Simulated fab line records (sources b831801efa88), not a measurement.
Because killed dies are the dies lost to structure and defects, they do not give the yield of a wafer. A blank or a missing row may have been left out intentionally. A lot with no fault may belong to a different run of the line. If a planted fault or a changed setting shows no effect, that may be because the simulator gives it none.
8D (eight disciplines) problem report, filled in by code :: flow sfqLine :: the parts of the form that need people (team, actions taken, sign-off) are left out

== 1. THE PROBLEM ==
A mean of 577.2 W is read at SFQ_TRILAYER_I3_VIA_ETCH_VIA_ETCH_088 for rfFwdPowerW, taken on 1 wafer of 1 lot, against 498.4 W (standard deviation 1.7) on wafers free of any fault. Relative to the usual mean, that is a shift of +46 standard deviations.
The step: etches SiO2 in CHF3, stops on Nb, target depth 260 nm.
Earliest sighting: wafer L791.1 on rieDiel-04 at day 49 23:32. At this step, 39 wafers from 13 lots have a number in the record. Rule for "out" (also "out of limits"): further than 4 standard deviations from the usual mean. All remaining wafers that have a number are taken as sound.

== 2. WHAT IT IS, AND WHAT IT ISN'T ==
question: which readings at this step
is: rfFwdPowerW
is not: drypumpMotorCurrentA, oesProductAu

question: which lots
is: L791
is not: L785, L786, L787, L788, L789, L790, L795, L801, L802, L803, L804, L805

question: which wafers of those lots
is: L791.1
is not: L791.3, L791.6

question: read on which tools
is: rieDiel-04
is not: rieDiel-02, rieDiel-03

question: when
is: from day 49 23:32
is not: up to then (20 sound wafers); but 18 sound wafers of L795, L801, L802, L803, L804, L805 came after

== 3. THE SUSPECTS, EACH WITH WHAT RULES IT OUT ==
Counting: a tool at a process step up to the reading stays a suspect if it ran every lot that is out. Sound lots after the first of them don't rule it out here, since some wafers of a struck lot are sound.
- rieDiel-04 at SFQ_TRILAYER_I3_VIA_ETCH_VIA_ETCH_088 (etches SiO2 in CHF3, stops on Nb, target depth 260 nm): kept. It processed L791, the lot that is out, at day 49 23:32, and its most recent sound lot before then was L790 at day 49 18:44. Out on those wafers are its own readings of rfFwdPowerW.
- rieDiel-04, SFQ_TRILAYER_I3_VIA_ETCH_VIA_ETCH_088: wafers that are out in chamber 3, sound lot-mates in chambers 0, 1.
Left after counting: rieDiel-04 at SFQ_TRILAYER_I3_VIA_ETCH_VIA_ETCH_088.

== 4. THE CAUSE (what the simulator had put in) ==
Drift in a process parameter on rieDiel-04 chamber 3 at SFQ_TRILAYER_I3_VIA_ETCH_VIA_ETCH_088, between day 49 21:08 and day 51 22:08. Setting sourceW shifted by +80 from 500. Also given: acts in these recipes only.
This tool alone remained once counting was done.

== 5. THE CHAIN OF EFFECTS, in route order ==
Each row: a reading where the mean over the struck wafers with a number is more than 3 standard deviations away from the usual. Scope: only readings with a usual standard deviation given in the record; hours: median across lots of the time from each lot's start at the first step in this table that gives one to its start at this step; sigmas: change in usual standard deviations.
hours: 0
step: SFQ_TRILAYER_I3_VIA_ETCH_VIA_ETCH_088
reading: rfFwdPowerW
usual: 498.4 W
on struck wafers: 577.2
change: +78.8
sigmas: +46
The process steps in it:
- SFQ_TRILAYER_I3_VIA_ETCH_VIA_ETCH_088: etches SiO2 in CHF3, stops on Nb, target depth 260 nm.

== 6. HOW IT WOULD HAVE BEEN CAUGHT EARLIER ==
The fault began at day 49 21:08; the first out-of-limits reading in this record came at day 49 23:32, 2 hours later.
